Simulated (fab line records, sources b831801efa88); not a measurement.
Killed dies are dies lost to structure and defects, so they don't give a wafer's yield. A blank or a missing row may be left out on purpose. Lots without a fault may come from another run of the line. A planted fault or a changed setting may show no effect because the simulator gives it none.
Chamber matching | flow gf180mcu | GF_MIM_CVD_05 on pecvd-01: 3 sister chambers
The step deposits Si3N4, target thk 42 nm, time 29.086 s. 3 wafers are shown with their chamber, then 8 later ones without.

WAFERS WITH THEIR CHAMBER
wafer  | chamber | run_length_s (s)
L872.3 | 2       | 56.9
L873.6 | 0       | 57.4
L874.1 | 1       | 56.4

WAFERS WITHOUT THEIR CHAMBER
wafer  | run_length_s (s)
L874.3 | 56.7
L874.6 | 56.2
L884.2 | 57.0
L884.4 | 54.7
L884.5 | 57.0
L887.2 | 54.6
L887.3 | 57.3
L887.6 | 56.8

WHICH CHAMBER EACH WENT THROUGH
wafer  | from the rows above          | in truth
L874.3 | can't be placed: 2 or 1 or 0 | 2
L874.6 | can't be placed: 1 or 2 or 0 | 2
L884.2 | can't be placed: 2 or 0 or 1 | 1
L884.4 | can't be placed: 1 or 2 or 0 | 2
L884.5 | can't be placed: 2 or 0 or 1 | 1
L887.2 | can't be placed: 1 or 2 or 0 | 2
L887.3 | can't be placed: 0 or 2 or 1 | 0
L887.6 | can't be placed: 2 or 1 or 0 | 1
Placed correctly: 0 of 8. Can't be placed from these rows: 8 (the true chamber is among the candidates in 8). Placed wrongly: 0.
How it was worked out, from the rows above alone: a wafer's distance from a chamber is the root of the sum, over the readings, of the square of ((its reading less the chamber's mean) divided by the reading's scatter). The wafer belongs to the nearest chamber; if the next one is less than 2 further off, it can't be placed. A chamber's mean is the mean of its shown wafers. The scatter: with one shown wafer a chamber, the root of the mean of the squares of how far each hidden wafer lies from its nearest shown one.
